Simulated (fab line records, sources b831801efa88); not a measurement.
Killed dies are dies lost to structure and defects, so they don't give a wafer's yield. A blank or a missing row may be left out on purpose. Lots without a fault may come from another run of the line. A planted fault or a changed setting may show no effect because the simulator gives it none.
Problem report in the 8D (eight disciplines) form, filled by code | flow sky130 | the parts of the form that need people (team, actions taken, sign-off) are left out

1. THE PROBLEM
killed_at_front_end at SKY_PAD_OPEN_PROBE_99 reads a mean of 107 on 6 wafers of 2 lots; wafers without a fault read 15 with a standard deviation of 4. That is +23 standard deviations from the usual mean.
First seen on wafer L781.1, day 49 21:58, on prober-01. The record holds 15 wafers of 5 lots with a number at this step. Rule for "out", or "out of limits": more than 4 standard deviations from the usual mean. The other wafers with a number count as sound.

2. WHAT IT IS AND WHAT IT IS NOT
question                    | is                               | is not
which readings at this step | killed_at_front_end, killed_dies | killed_at_M4_up, killed_at_other
which lots                  | L781, L782                       | L770, L775, L785
which wafers of those lots  | all that have a number           | -
read on which tools         | prober-01, prober-02             | -
when                        | from day 49 21:58                | up to then (6 sound wafers); but 3 sound wafers of L785 came after

3. SUSPECTS, AND WHAT RULES EACH OUT
Counting: a tool at a process step up to the reading stays a suspect if it ran every lot that is out and no sound lot after the first of them.
- furnace-02 at SKY_FIELD_ISO_OXIDATION_01 (stabilise 600 s, purge 300 s, target thk 12 nm): kept. It ran every lot that is out, first L781 (day 4 23:53), and no sound lot after that.
- cmp-02 at SKY_VIA4_CMP_02 (polishes SiO2): kept. It ran every lot that is out, first L781 (day 46 14:41), and no sound lot after that; its last sound lot up to then is L775 (day 45 02:51).
Left after counting: furnace-02 at SKY_FIELD_ISO_OXIDATION_01, cmp-02 at SKY_VIA4_CMP_02.

4. THE CAUSE (what the simulator had put in)
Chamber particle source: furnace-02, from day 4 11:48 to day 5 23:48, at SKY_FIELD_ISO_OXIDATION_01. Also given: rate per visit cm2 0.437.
Counting left 2 suspects, and this tool is among them.

5. THE CHAIN OF EFFECTS, in route order
Each row: a reading whose mean over the struck wafers that have a number lies more than 3 standard deviations from the usual. Only readings for which the record gives a usual standard deviation are gone through. hours: the time from each lot's start at the first step in this table that gives one to its start at this step, as a median over the lots. sigmas: the change in usual standard deviations.
hours | step                  | reading             | usual | on struck wafers | change | sigmas
0     | SKY_PAD_OPEN_PROBE_99 | killed_at_front_end | 15    | 107              | +92    | +23
0     | SKY_PAD_OPEN_PROBE_99 | killed_dies         | 86    | 167              | +81    | +9.3
0     | SKY_PAD_OPEN_PROBE_99 | killed_on_rim       | 17    | 31               | +14    | +3.8
The process steps in it:
- SKY_PAD_OPEN_PROBE_99

6. WHAT WOULD HAVE CAUGHT IT SOONER
In this record the first reading out of limits was taken at day 49 21:58, 1090 hours after the fault began at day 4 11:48.
All the lots that are out (2) had begun SKY_FIELD_ISO_OXIDATION_01 on furnace-02 by day 49 21:58. A hold on the tool at that time would have spared none of them.
